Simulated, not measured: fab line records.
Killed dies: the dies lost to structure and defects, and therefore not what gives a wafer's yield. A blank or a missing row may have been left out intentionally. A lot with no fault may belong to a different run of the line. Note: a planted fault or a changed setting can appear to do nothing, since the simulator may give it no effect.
What tool caused it?	flow gf180mcu	Sampling: 10 lots, 30 wafers, 5 of 602 route steps

WHAT THE GAUGES READ, wafer by wafer
GF_V3_THK_MEAS_03. Usual: for V3_CVD_02_THK the level is 852 nm and the standard deviation is 11.
lot	measured	on	V3_CVD_02_THK (nm)	flag
L844	day 21 16:50	film metro-01	851 848 848	
L846	day 22 17:59	film metro-04	836 859 863	
L849	day 23 20:15	film metro-01	858 841 864	
L847	day 23 21:08	film metro-01	850 855 852	
L852	day 24 22:55	film metro-01	829 842 856	
L856	day 26 14:13	film metro-03	836 834 526 836 833 525	OFF
L861	day 28 07:28	film metro-01	847 841 866	
L862	day 28 07:56	film metro-01	833 847 869	
L863	day 28 15:28	film metro-04	836 829 817	
L864	day 28 17:49	film metro-01	849 847 845	

TOOL THAT RAN EACH LOT (tool first, then ch and the chambers of the sampled wafers, then the start)
lot	GF_V2_STRIP_18	GF_V2_SPUTTER_22	GF_M3_SPUTTER_00	GF_V3_CVD_02
L844	plasma asher-01 ch 0,1, day 20 14:16	pvd sputter-02, day 20 14:52	pvd sputter-03, day 20 15:29	pecvd-01 ch 0,1,2, day 21 16:46
L846	plasma asher-01 ch 0,1, day 21 15:35	pvd sputter-03, day 21 16:11	pvd sputter-01, day 21 16:49	pecvd-01 ch 0,1,2, day 22 17:54
L849	plasma asher-03 ch 0,1, day 22 18:53	pvd sputter-02, day 22 19:29	pvd sputter-03, day 22 20:07	pecvd-04 ch 1,2, day 23 20:11
L847	plasma asher-01 ch 0,1, day 22 21:02	pvd sputter-04, day 22 21:38	pvd sputter-01, day 22 22:15	pecvd-03 ch 0,1,2, day 23 21:05
L852	plasma asher-03 ch 0,1, day 23 22:00	pvd sputter-04, day 23 22:36	pvd sputter-01, day 23 23:14	pecvd-01 ch 0,1, day 24 22:50
L856	plasma asher-02 ch 1, day 25 14:57	pvd sputter-04, day 25 15:33	pvd sputter-01, day 25 16:11	pecvd-01 ch 0,1,2, day 26 14:09
L861	plasma asher-03 ch 0,1, day 27 09:06	pvd sputter-04, day 27 09:42	pvd sputter-01, day 27 11:05	pecvd-04 ch 0,1,2, day 28 07:23
L862	plasma asher-02 ch 0,1, day 27 09:19	pvd sputter-03, day 27 09:52	pvd sputter-02, day 27 11:23	pecvd-03 ch 0,1, day 28 07:51
L863	plasma asher-03 ch 0,1, day 27 17:30	pvd sputter-04, day 27 18:26	pvd sputter-02, day 27 19:04	pecvd-03 ch 0,1,2, day 28 15:24
L864	plasma asher-02 ch 0,1, day 27 19:35	pvd sputter-03, day 27 20:10	pvd sputter-01, day 27 20:49	pecvd-04 ch 0,1,2, day 28 17:45
- GF_V2_STRIP_18: strips in O2/N2.
- GF_V2_SPUTTER_22: material TiN, target thk 10 nm, time 40 s.
- GF_M3_SPUTTER_00: material Ti, target thk 37.5 nm, time 150 s.
- GF_V3_CVD_02: deposits SiO2 from TEOS, target thk 850 nm, time 94.851 s.

AS READ BY THE TOOLS THEMSELVES (means over the sampled wafers that have a number; for cases with no such wafer, the mark the record gives instead)
GF_V2_STRIP_18. Usual: chamber pressure mTorr 1500.1 mTorr, standard deviation 1.4; drypump motor current A 5.6 A, standard deviation 0.35; heater power w 342 W, standard deviation 21; oes product au 0.593 a.u., standard deviation 0.0043.
lot	tool	chamber pressure mTorr (mTorr)	drypump motor current A (A)	heater power w (W)	oes product au (a.u.)	flag
L844	plasma asher-01	1499.6	5.5	314	0.591	
L846	plasma asher-01	1498.2	5.5	319	0.594	
L849	plasma asher-03	1499.9	5.8	362	0.594	
L847	plasma asher-01	1500.1	5.5	316	0.594	
L852	plasma asher-03	1501.2	5.6	339	0.592	
L856	plasma asher-02	1500.0	5.1	338	0.588	
L861	plasma asher-03	1500.7	5.6	343	0.598	
L862	plasma asher-02	1500.3	5.4	346	0.596	
L863	plasma asher-03	1500.5	5.7	340	0.592	
L864	plasma asher-02	1499.2	5.4	347	0.592	

GF_V2_SPUTTER_22. Usual: cathode dc power W 4000.0 W, standard deviation 0.73; throttle valve pct 29.6 %, standard deviation 1.
lot	tool	cathode dc power W (W)	throttle valve pct (%)	flag
L844	pvd sputter-02	4000.0	30.3	
L846	pvd sputter-03	4000.2	28.9	
L849	pvd sputter-02	4000.4	30.6	
L847	pvd sputter-04	4000.0	29.4	
L852	pvd sputter-04	3999.8	29.8	
L856	pvd sputter-04	3999.9	30.6	
L861	pvd sputter-04	4000.4	28.7	
L862	pvd sputter-03	3999.9	29.5	
L863	pvd sputter-04	3999.4	29.4	
L864	pvd sputter-03	3999.6	29.5	

GF_M3_SPUTTER_00. Usual: cathode dc power W 4000.1 W, standard deviation 0.72; throttle valve pct 30.0 %, standard deviation 1.1.
lot	tool	cathode dc power W (W)	throttle valve pct (%)	flag
L844	pvd sputter-03	4000.6	29.6	
L846	pvd sputter-01	4000.2	31.0	
L849	pvd sputter-03	4000.5	29.5	
L847	pvd sputter-01	3999.7	30.9	
L852	pvd sputter-01	4000.5	30.7	
L856	pvd sputter-01	4000.4	30.1	
L861	pvd sputter-01	3999.4	30.8	
L862	pvd sputter-02	3999.5	30.6	
L863	pvd sputter-02	3999.7	30.6	
L864	pvd sputter-01	3999.7	30.9	

GF_V3_CVD_02. Usual: heater power w 680 W, standard deviation 100; run length s 122.5 s, standard deviation 0.57.
lot	tool	heater power w (W)	run length s (s)	flag
L844	pecvd-01	687	122.4	
L846	pecvd-01	722	122.9	
L849	pecvd-04	810	122.7	
L847	pecvd-03	649	122.2	
L852	pecvd-01	717	122.8	
L856	pecvd-01	699	110.9	OFF
L861	pecvd-04	707	122.5	
L862	pecvd-03	659	121.6	
L863	pecvd-03	603	121.8	
L864	pecvd-04	671	122.5	

THE ANSWER, worked out from the rows above alone
Rule: a lot is off if the mean of its wafers that have a number lies more than 3 standard deviations from the usual mean. A lot without any number at a reading at which 4 lots or more have one is off too. Where the step has rows for the other lots, those lots are counted as sound. After the gauges, taken in route order, come the tools' own readings; for these a lot's mean is taken, as printed above. At the first step where some lot is off, the reading lying furthest off is the one used; lots without a number count as furthest.
Off: at GF_V3_THK_MEAS_03 (V3_CVD_02_THK), L856.
If a tool, at a process step before that reading, ran all the lots that are off and no sound lot after the first of them, it fits. Not tried: the gauges at GF_V3_THK_MEAS_03; whatever is off there is also off at GF_V3_CVD_02, on other tools, and gauge error can't account for it. One fits: GF_V3_CVD_02 on pecvd-01. Its last sound lot is L852 (day 24 22:50), its first lot that is off L856 (day 26 14:09): a fault that began between those two fits.
On the lots that are off, the tool's own readings at GF_V3_CVD_02 differ by more than 5 times the standard deviation of the sound lots' means, which bears it out; run length s reads 110.9 s there versus 122.4 s on the sound lots.

WHAT WAS PUT IN BY THE SIMULATOR
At GF_V3_CVD_02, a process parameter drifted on pecvd-01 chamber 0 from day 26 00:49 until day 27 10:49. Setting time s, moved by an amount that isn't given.
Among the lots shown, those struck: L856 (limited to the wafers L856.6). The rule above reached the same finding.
